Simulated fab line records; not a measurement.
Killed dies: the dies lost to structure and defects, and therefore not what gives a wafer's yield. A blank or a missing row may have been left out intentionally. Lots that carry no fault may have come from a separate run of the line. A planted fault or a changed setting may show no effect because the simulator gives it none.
fab line records    flow sfq-line
[record] lots = 6  wafers = 18  last-day = 86
route steps=325 shown I3@144 M4@148
lots with no fault: from the same line, run without faults
start-h: hours from the record's opening day to when the first of the lot's shown wafers began    wait-h: time in hours since the lot's previous step    " unchanged from the row above    L1.1+2: several wafers, shown together as one row    - value missing, or start not given    * or withheld: withheld    < > ~ a bound
route shown NAME@n: NAME is a module with steps in the file, n the number in the route of the first one    usual: the fault-free wafers' mean and standard deviation    same: alike in all rows    chamber/n: place in a boat    sites: per-site readings    _std_site: standard deviation across them    _edge_site: outer sites' mean less inner sites'    radius-mm: how far each site lies from the wafer's centre    mask NAME#n: copy n    behind: the most recent tool/chamber to have shaped the wafer    hold: cause of the lot's hold/its duration in hours/its outcome    device: names the non-switching transistor (n, p or np)    end of line: tests run on the same wafers once the route is complete    where a step has no rows: the recipe by itself    killed: count of dies lost to structure and defects at first sort (not the wafer's yield)    map: a wafer's dies, x killed, . not, _ none there
set.NAME: the setting as run; set.NAME@STEP: as run at that earlier step    model.NAME: the simulator's own value behind a step, which no gauge read
certain route steps with their lots: each step a table, each wafer a row
services: a tool's chamber out of use, with start hour (start-h, from the record's first day; less than 0 if before it), hours out, and reason
[[steps]]
[step SFQ_TRILAYER_I3_VIA_BARC_OPEN_VIA_ETCH_121]
[recipe] mask-material = PR  chemistry = O2  target-depth-nm = 125  target = BARC  source-w = 500  bias-w = 80  pressure-mtorr = 30  time-s = 41.7
[usual] chamber-pressure-mTorr = 30.002/0.027  drypump-motor-current-A = 5.8/0.61  oes-product-au = 0.685/0.0044
[same] time-s = 41.7
lot.wafer  tool         chamber  start-h  wait-h  chamber-pressure-mTorr  drypump-motor-current-A  oes-product-au  rf-hours-counter-h
L222.4     rie-diel-03  1        730.25   0.0     30.045                  6.8                      0.683           -
L222.5     "            0        "        "       29.941                  6.1                      0.686           -
L222.6     "            3        "        "       30.008                  5.8                      0.686           -
L227.2     rie-diel-03  0        1069.26  0.0     30.064                  6.1                      0.688           16
L227.3     "            1        "        "       30.006                  6.8                      0.685           8
L227.5     "            1        "        "       30.012                  6.8                      0.682           -
L229.1     rie-diel-01  0        1095.06  0.0     29.989                  5.5                      0.677           1
L229.4     "            0        "        "       30.036                  5.5                      0.679           -
L229.6     "            0        "        "       29.999                  5.5                      0.685           -
L238.2     rie-diel-04  0        1182.64  0.0     29.979                  5.1                      0.681           5
L238.4     "            1        "        "       30.046                  4.9                      0.689           3
L238.5     "            2        "        "       30.023                  5.1                      0.683           -
L240.1     rie-diel-04  0        1208.25  0.0     29.968                  5.1                      0.675           6
L240.2     "            3        "        "       30.000                  6.0                      0.681           10
L240.5     "            0        "        "       30.040                  5.1                      0.688           -
L242.1     rie-diel-04  3        1215.18  0.0     29.978                  6.0                      0.672           10
L242.4     "            1        "        "       30.022                  4.9                      0.682           4
L242.6     "            2        "        "       29.984                  5.1                      0.684           -
[step SFQ_TRILAYER_I3_VIA_ETCH_VIA_ETCH_088]
[recipe] target = SiO2  stop-on = Nb  mask-material = PR  taper-deg = 20  chemistry = CHF3  target-depth-nm = 260  source-w = 500  bias-w = 80  pressure-mtorr = 30  time-s = withheld
[usual] chamber-pressure-mTorr = 30.003/0.027  drypump-motor-current-A = 5.8/0.61  oes-product-au = 0.853/0.0055
lot.wafer  tool         chamber  start-h  wait-h  chamber-pressure-mTorr  drypump-motor-current-A  oes-product-au
L222.4     rie-diel-03  1        730.33   0.1     29.951                  6.8                      0.850
L222.5     "            0        "        "       29.996                  6.1                      0.848
L222.6     "            3        "        "       29.959                  5.8                      0.853
L227.2     rie-diel-03  0        1069.30  0.0     29.988                  6.1                      0.847
L227.3     "            1        "        "       30.040                  6.8                      0.848
L227.5     "            1        "        "       29.968                  6.8                      0.858
L229.1     rie-diel-01  0        1095.12  0.0     29.963                  5.4                      0.851
L229.4     "            1        "        "       29.992                  5.1                      0.853
L229.6     "            1        "        "       29.966                  5.0                      0.855
L238.2     rie-diel-04  0        1182.68  0.0     29.978                  5.1                      0.856
L238.4     "            1        "        "       30.015                  4.9                      0.858
L238.5     "            2        "        "       29.995                  5.2                      0.857
L240.1     rie-diel-04  0        1208.29  0.0     30.036                  5.1                      0.859
L240.2     "            3        "        "       29.985                  6.1                      0.849
L240.5     "            0        "        "       30.013                  5.1                      0.843
L242.1     rie-diel-04  3        1215.22  0.0     30.030                  6.0                      0.848
L242.4     "            1        "        "       30.025                  4.9                      0.863
L242.6     "            2        "        "       30.011                  5.2                      0.849
[step SFQ_TRILAYER_I3_VIA_STRIP_STRIP_089]
[recipe] gas = O2  power-w = 200  platen-temp-c = 40  overash-fraction = 0.65  chemistry = O2  pressure-mtorr = 50
[usual] chamber-pressure-mTorr = 50.00/0.045  drypump-motor-current-A = 5.6/0.3  oes-product-au = 1.007/0.0071  platen-temp-c = 39.99/0.12
lot.wafer  tool          chamber  start-h  wait-h  chamber-pressure-mTorr  drypump-motor-current-A  oes-product-au  platen-temp-c  rf-hours-counter-h
L222.4     rie-metal-03  0        730.58   -       49.99                   6.1                      0.996           40.06          -
L222.5     "             0        "        "       49.94                   6.1                      1.002           40.05          -
L222.6     "             1        "        "       50.04                   4.8                      0.997           40.09          -
L227.2     rie-metal-04  0        1069.41  -       50.03                   5.6                      1.003           40.00          112
L227.3     "             0        "        "       50.03                   5.6                      1.007           39.75          -
L227.5     "             1        "        "       50.05                   5.7                      1.008           39.99          -
L229.1     rie-metal-04  1        1095.29  -       50.04                   5.7                      1.003           39.86          95
L229.4     "             0        "        "       50.00                   5.6                      0.996           39.79          -
L229.6     "             1        "        "       49.99                   5.7                      1.004           40.03          -
L238.2     rie-metal-02  0        1182.79  -       50.01                   5.6                      1.003           40.17          126
L238.4     "             0        "        "       49.97                   5.6                      0.999           40.00          -
L238.5     "             1        "        "       50.01                   5.7                      1.004           40.06          -
L240.1     rie-metal-02  1        1208.40  -       49.97                   5.8                      0.999           40.13          50
L240.2     "             1        "        "       49.98                   5.8                      1.008           39.97          -
L240.5     "             1        "        "       50.06                   5.8                      1.012           39.91          -
L242.1     rie-metal-03  1        1215.33  -       49.91                   4.8                      1.010           40.19          53
L242.4     "             1        "        "       49.96                   4.8                      1.019           40.25          -
L242.6     "             1        "        "       50.01                   4.8                      1.023           40.28          -
[step SFQ_TRILAYER_I3_VIA_STRIP_SOLV_CLEAN_090]
[recipe] chemistry = NMP  temp-c = 70  time-s = 600
[step SFQ_TRILAYER_M4_DEP_PRE_CLEAN_092]
[recipe] gas = Ar  time-s = 22.5  bias-v = 250
[step SFQ_TRILAYER_M4_DEP_SPUTTER_091]
[recipe] material = Nb  base-pressure-pa = 1.33e-06  chamber-pressure-pa = 0.1333  substrate-temp-c = 20  resputter-cathode-voltage-v = 400  target-thk-nm = 200  power-w = 2000  time-s = 133.3
[usual] chamber-pressure-pa = 0.13328/0.00028  substrate-temp-c = 19.97/0.11  throttle-valve-pct = 30.1/0.92
[same] time-s = 133.3
lot.wafer  tool            chamber  start-h  wait-h  chamber-pressure-pa  substrate-temp-c  throttle-valve-pct
L222.4     pvd-sputter-04  -        731.20   0.0     0.13314              20.09             30.5
L222.5     "               -        "        "       0.13377              19.94             29.1
L222.6     "               -        "        "       0.13306              19.98             30.4
L227.2     pvd-sputter-06  -        1070.21  0.0     0.13363              19.98             30.2
L227.3     "               -        "        "       0.1333               20.14             29.7
L227.5     "               -        "        "       0.13348              20.07             30.0
L229.1     pvd-sputter-06  -        1096.09  0.0     0.13312              20.10             30.1
L229.4     "               -        "        "       0.13359              19.90             28.3
L229.6     "               -        "        "       0.13337              20.01             29.8
L238.2     pvd-sputter-03  -        1183.60  0.0     0.13316              19.97             30.4
L238.4     "               -        "        "       0.13276              19.90             30.2
L238.5     "               -        "        "       0.13317              19.86             30.3
L240.1     pvd-sputter-06  -        1209.80  0.0     0.13371              19.93             27.9
L240.2     "               -        "        "       0.13361              19.84             31.4
L240.5     "               -        "        "       0.1333               20.10             30.2
L242.1     pvd-sputter-04  -        1216.15  0.0     0.13314              20.11             30.7
L242.4     "               -        "        "       0.13347              20.29             30.4
L242.6     "               -        "        "       0.13347              20.00             30.8
[step SFQ_M4_RS_MEAS_924]
[recipe] thk-meas-gauge = four-point-probe  reads = Nb_of_TRILAYER_M4_DEP_SPUTTER_091
[usual] M4_NB_RS = 0.890/0.013
lot.wafer  tool           chamber  start-h  wait-h  M4_NB_RS[ohm/sq]
L222.4     film-metro-03  -        731.35   0.1     0.898
L222.5     "              -        "        "       0.898
L222.6     "              -        "        "       0.900
L227.2     film-metro-03  -        1070.32  0.1     0.893
L227.3     "              -        "        "       0.884
L227.5     "              -        "        "       0.888
L229.1     film-metro-03  -        1096.18  0.0     0.881
L229.4     "              -        "        "       0.879
L229.6     "              -        "        "       0.867
L238.2     film-metro-03  -        1183.71  0.1     0.885
L238.4     "              -        "        "       0.878
L238.5     "              -        "        "       0.885
L240.1     film-metro-02  -        1209.89  0.0     0.864
L240.2     "              -        "        "       0.859
L240.5     "              -        "        "       0.863
L242.1     film-metro-01  -        1216.24  0.0     0.912
L242.4     "              -        "        "       0.901
L242.6     "              -        "        "       0.907
[step SFQ_TRILAYER_M4_LITHO_COAT_098]
[recipe] resist = BARC  spin-rpm = 3000  resist-thk-nm = 62
[step SFQ_TRILAYER_M4_LITHO_COAT_093]
[recipe] resist = KrF  spin-rpm = 3000  resist-thk-nm = 600
[step SFQ_TRILAYER_M4_LITHO_SOFTBAKE_097]
[recipe] temp-c = withheld  time-s = withheld  resist = KrF
[step SFQ_TRILAYER_M4_LITHO_EXPOSE_094]
[recipe] mask-id = M4  na = 0.6  source-shape = conventional  sigma-outer = 0.65  target-cd-nm = 500  dose-mj = 14.4
[step SFQ_TRILAYER_M4_LITHO_PEB_096]
[recipe] peb-temp-c = 115  peb-time-s = 60  resist = KrF
lot.wafer   tool            chamber  start-h  wait-h
L222.4+5+6  litho-track-04  0        859.41   0.5
L227.2+3+5  litho-track-01  0        1072.58  0.8
L229.1+4+6  litho-track-01  0        1098.31  1.0
L238.2+4+5  litho-track-04  0        1204.21  0.8
L240.1+2+5  litho-track-04  0        1212.02  1.0
L242.1+4+6  litho-track-01  0        1218.37  1.0
[step SFQ_TRILAYER_M4_LITHO_DEVELOP_095]
[recipe] time-s = 60  resist = KrF
[step SFQ_M4_OVL_MEAS_926]
[usual] M4_OVL = 2/5.9
lot.wafer  tool        chamber  start-h  wait-h  M4_OVL[nm]
L222.4     overlay-01  -        859.65   0.1     4
L222.5     "           -        "        "       5
L222.6     "           -        "        "       5
L227.2     overlay-01  -        1072.87  0.1     12
L227.3     "           -        "        "       7
L227.5     "           -        "        "       12
L229.1     overlay-02  -        1098.61  0.1     5
L229.4     "           -        "        "       -5
L229.6     "           -        "        "       2
L238.2     overlay-02  -        1204.49  0.1     1
L238.4     "           -        "        "       7
L238.5     "           -        "        "       1
L240.1     overlay-01  -        1212.32  0.1     -3
L240.2     "           -        "        "       1
L240.5     "           -        "        "       -5
L242.1     overlay-01  -        1218.67  0.1     5
L242.4     "           -        "        "       0
L242.6     "           -        "        "       8
[step SFQ_TRILAYER_M4_BARC_OPEN_METAL_ETCH_123]
[recipe] mask-material = PR  chemistry = O2  target-depth-nm = 125  target = BARC  icp-w = 600  bias-w = 80  pressure-mtorr = 10  time-s = 41.7
[usual] chamber-pressure-mTorr = 10.000/0.0094  drypump-motor-current-A = 5.6/0.51  oes-product-au = 0.686/0.0044
[same] time-s = 41.7
lot.wafer  tool          chamber  start-h  wait-h  chamber-pressure-mTorr  drypump-motor-current-A  oes-product-au  rf-hours-counter-h  model.M4.cd-nm
L222.4     rie-metal-02  0        859.69   0.0     9.989                   5.6                      0.681           -                   497
L222.5     "             1        "        "       9.999                   5.8                      0.684           -                   499.8
L222.6     "             0        "        "       10.018                  5.6                      0.693           -                   497.4
L227.2     rie-metal-03  1        1072.90  0.0     10.001                  4.8                      0.684           35                  501.7
L227.3     "             1        "        "       9.989                   4.8                      0.678           -                   500.5
L227.5     "             0        "        "       10.008                  6.1                      0.685           -                   498.6
L229.1     rie-metal-03  0        1098.65  0.0     10.006                  6.2                      0.691           91                  499.1
L229.4     "             0        "        "       9.990                   6.2                      0.676           -                   497.7
L229.6     "             1        "        "       9.993                   4.8                      0.690           -                   500.5
L238.2     rie-metal-01  1        1204.52  0.0     10.003                  6.0                      0.687           18                  499.8
L238.4     "             0        "        "       9.984                   5.2                      0.680           -                   498.4
L238.5     "             1        "        "       10.003                  6.0                      0.684           -                   491.8
L240.1     rie-metal-03  0        1212.36  0.0     10.001                  6.2                      0.689           113                 499.2
L240.2     "             1        "        "       9.992                   4.8                      0.690           52                  499
L240.5     "             1        "        "       9.985                   4.8                      0.682           -                   492.1
L242.1     rie-metal-03  0        1218.71  0.0     9.990                   6.1                      0.690           114                 502.7
L242.4     "             1        "        "       9.998                   4.8                      0.683           -                   502.3
L242.6     "             0        "        "       10.000                  6.1                      0.688           -                   502.3
[step SFQ_TRILAYER_M4_ETCH_METAL_ETCH_096]
[recipe] target = Nb  stop-on = SiO2  mask-material = PR  chemistry = Cl2/Ar  target-depth-nm = 240  icp-w = 600  bias-w = 80  pressure-mtorr = 10  time-s = 120
[usual] chamber-pressure-mTorr = 9.999/0.011  drypump-motor-current-A = 5.6/0.51  oes-product-au = 0.894/0.0081
[same] time-s = 120
lot.wafer  tool          chamber  start-h  wait-h  chamber-pressure-mTorr  drypump-motor-current-A  oes-product-au  rf-hours-counter-h  model.M4.cd-nm
L222.4     rie-metal-02  0        859.77   0.1     9.977                   5.6                      0.886           -                   495.2
L222.5     "             1        "        "       9.983                   5.8                      0.891           -                   500.2
L222.6     "             0        "        "       9.997                   5.6                      0.890           -                   496.8
L227.2     rie-metal-03  1        1072.96  0.0     9.989                   4.8                      0.902           35                  504.7
L227.3     "             1        "        "       10.003                  4.8                      0.905           -                   502.5
L227.5     "             0        "        "       10.006                  6.1                      0.902           -                   498.9
L229.1     rie-metal-03  0        1098.71  0.0     10.005                  6.1                      0.898           91                  501.7
L229.4     "             0        "        "       10.001                  6.1                      0.892           -                   500.1
L229.6     "             1        "        "       10.004                  4.8                      0.912           -                   504.1
L238.2     rie-metal-01  1        1204.58  0.0     9.999                   6.0                      0.886           18                  497.6
L238.4     "             0        "        "       10.001                  5.2                      0.897           -                   498.6
L238.5     "             1        "        "       9.986                   6.0                      0.906           -                   489.7
L240.1     rie-metal-03  0        1212.42  0.0     9.995                   6.1                      0.901           113                 501.5
L240.2     "             1        "        "       9.988                   4.8                      0.916           52                  501.4
L240.5     "             1        "        "       10.002                  4.8                      0.903           -                   494.7
L242.1     rie-metal-03  0        1218.77  0.0     10.003                  6.1                      0.877           114                 505.8
L242.4     "             1        "        "       10.009                  4.8                      0.890           -                   505
L242.6     "             0        "        "       9.986                   6.1                      0.887           -                   504.3
[step SFQ_TRILAYER_M4_STRIP_STRIP_097]
[recipe] gas = O2  power-w = 200  platen-temp-c = 40  overash-fraction = 0.65  chemistry = O2  pressure-mtorr = 50
[usual] chamber-pressure-mTorr = 50.00/0.044  drypump-motor-current-A = 5.6/0.51  oes-product-au = 1.003/0.0089  platen-temp-c = 40.02/0.11
lot.wafer  tool          chamber  start-h  wait-h  chamber-pressure-mTorr  drypump-motor-current-A  oes-product-au  platen-temp-c  rf-hours-counter-h
L222.4     rie-metal-02  0        860.06   0.2     50.04                   5.6                      0.998           39.97          -
L222.5     "             1        "        "       50.00                   5.8                      1.002           39.90          -
L222.6     "             0        "        "       50.01                   5.6                      1.005           39.94          -
L227.2     rie-metal-03  1        1073.08  0.1     49.89                   4.8                      0.997           39.86          36
L227.3     "             1        "        "       50.01                   4.8                      1.006           40.11          -
L227.5     "             0        "        "       50.00                   6.1                      0.996           39.99          -
L229.1     rie-metal-03  0        1098.83  0.1     50.04                   6.1                      1.012           39.98          91
L229.4     "             0        "        "       50.02                   6.1                      1.001           40.17          -
L229.6     "             1        "        "       50.08                   4.8                      1.006           40.13          -
L238.2     rie-metal-01  1        1204.71  0.1     49.97                   6.0                      0.984           40.09          18
L238.4     "             0        "        "       50.00                   5.3                      0.984           39.91          -
L238.5     "             1        "        "       49.97                   6.0                      0.997           40.14          -
L240.1     rie-metal-03  0        1212.54  0.1     50.08                   6.2                      0.999           40.08          114
L240.2     "             1        "        "       49.97                   4.8                      1.012           39.95          52
L240.5     "             1        "        "       49.99                   4.8                      1.007           39.87          -
L242.1     rie-metal-03  0        1218.90  0.1     50.08                   6.2                      0.986           39.96          114
L242.4     "             1        "        "       49.96                   4.8                      1.012           40.09          -
L242.6     "             0        "        "       49.95                   6.2                      0.989           40.00          -
[[services]]
tool          chamber  start-h  hours  kind
rie-diel-03   2        720.85   9.0    repair
rie-diel-04   -        752.43   0.6    repair
rie-diel-04   2        771.79   19.3   repair
rie-diel-03   1        776.95   6.9    repair
rie-diel-04   3        788.19   3.5    repair
rie-metal-03  -        792.23   2.8    pm
rie-diel-04   3        810.86   10.1   repair
rie-diel-03   -        824.24   0.4    repair
rie-diel-03   3        851.73   9.6    repair
rie-diel-04   0        857.66   2.5    repair
rie-diel-03   1        874.29   5.9    repair
rie-metal-03  -        895.33   0.3    repair
rie-diel-04   1        896.74   5.3    repair
rie-diel-04   2        898.43   14.4   repair
rie-metal-02  1        911.86   9.9    repair
rie-metal-02  -        948.83   2.8    pm
rie-metal-02  1        991.21   3.6    repair
rie-metal-03  -        1008.53  0.7    repair
rie-metal-03  -        1049.87  1.4    pm
rie-diel-04   2        1065.81  6.3    repair
rie-diel-04   1        1085.72  2.4    repair
rie-metal-02  0        1100.62  3.0    repair
rie-diel-04   -        1131.60  4.0    pm
rie-metal-03  1        1162.63  31.6   repair
[[key]]
first-sign none at tools or gauges
[model-effect] step = SFQ_TRILAYER_M4_BARC_OPEN_METAL_ETCH_123  value = M4.cd-nm  without = 500.1  struck = 491.9
[model-effect] step = SFQ_TRILAYER_M4_ETCH_METAL_ETCH_096  value = M4.cd-nm  without = 500.3  struck = 492.2
met-at SFQ_TRILAYER_M4_LITHO_PEB_096
struck-wafers L238.5,L240.5
onset-between 859.41 1204.21
[fault] kind = process-parameter-drift  tool = litho-track-04  chamber = -  onset-h = 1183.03  steps = SFQ_TRILAYER_M4_LITHO_PEB_096  channel = peb-time-s  offset = *  shape = step  end-h = 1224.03  scope = struck-wafers-only  acts-in = *  stated = *
